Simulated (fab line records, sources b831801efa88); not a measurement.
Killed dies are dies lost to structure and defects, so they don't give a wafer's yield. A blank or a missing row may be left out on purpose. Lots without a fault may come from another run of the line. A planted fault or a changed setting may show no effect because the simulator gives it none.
Which tool did it? | flow sky130 | 11 lots, 33 wafers sampled, at 2 steps of a route of 708

WHAT THE GAUGES READ, wafer by wafer
SKY_VIA2_THK_MEAS_23: measures by xrf.
lot  | measured     | on            | VIA2_W_THK (nm)
L137 | day 35 23:57 | film_metro-02 | 423 421 427
L138 | day 36 17:07 | film_metro-04 | 415 416 418
L141 | day 37 18:55 | film_metro-04 | 416 416 411
L144 | day 38 13:19 | film_metro-04 | 412 417 411
L145 | day 38 19:47 | film_metro-04 | 415 419 418
L146 | day 39 03:17 | film_metro-02 | 427 427 424
L151 | day 40 17:39 | film_metro-03 | 412 414 420
L154 | day 41 18:01 | film_metro-04 | 409 415 412
L155 | day 42 00:00 | film_metro-02 | 424 424 420
L158 | day 42 16:01 | film_metro-03 | 428 419 427
L160 | day 43 16:37 | film_metro-03 | 425 422 420

SKY_METAL3_CD_MEAS_13: target cd 300 nm.
lot  | measured     | on        | cd_nm (nm)
L137 | day 38 05:26 | cd_sem-01 | 298.9 300.3 301.1
L138 | day 38 21:11 | cd_sem-01 | 297.1 297.2 295.6
L141 | day 39 23:08 | cd_sem-01 | 297.9 297.0 296.5
L144 | day 40 15:16 | cd_sem-01 | 299.8 299.7 299.2
L145 | day 40 21:58 | cd_sem-02 | 297.4 299.0 297.4
L146 | day 41 05:51 | cd_sem-02 | 299.4 300.0 299.9
L151 | day 42 18:01 | cd_sem-02 | 300.0 300.4 300.7
L154 | day 43 18:31 | cd_sem-01 | 303.0 303.6 302.9
L155 | day 43 23:20 | cd_sem-01 | 302.6 302.1 302.0
L158 | day 44 14:55 | cd_sem-02 | 299.0 298.6 299.5
L160 | day 45 13:50 | cd_sem-01 | 298.5 298.5 297.7

WHICH TOOL RAN EACH LOT (tool, then ch and the chambers of the sampled wafers, then the start)
The record holds no process step before these readings.

WHAT THE TOOLS THEMSELVES READ (means of the sampled wafers that have a number; where no wafer has one, the mark that the record gives instead)
The record holds no such reading with a usual standard deviation.

THE ANSWER, worked out from the rows above alone
Rule: what is usual is taken from the lots themselves. Put in order of their means at a reading, lots are off if they are a third of the lots or fewer, leave a main group of 4 or more, and stand apart from it by a gap of 3 or more times the standard deviation of the main group's means; of several such gaps the widest counts. A main group whose means are all the same, to the digits that the tables above print for the reading, isn't used. A lot without any number at a reading at which 4 lots or more have one is off too. The other lots that the step has rows for count as sound. The gauges are gone through in route order, then the tools' own readings, and for those a lot's mean is taken as printed above. The first step at which some lot is off is used, and at that step the reading that is off furthest; a lot without a number counts as furthest.
No lot is off at any reading shown: from this, nothing can be told.

WHAT THE SIMULATOR HAD PUT IN
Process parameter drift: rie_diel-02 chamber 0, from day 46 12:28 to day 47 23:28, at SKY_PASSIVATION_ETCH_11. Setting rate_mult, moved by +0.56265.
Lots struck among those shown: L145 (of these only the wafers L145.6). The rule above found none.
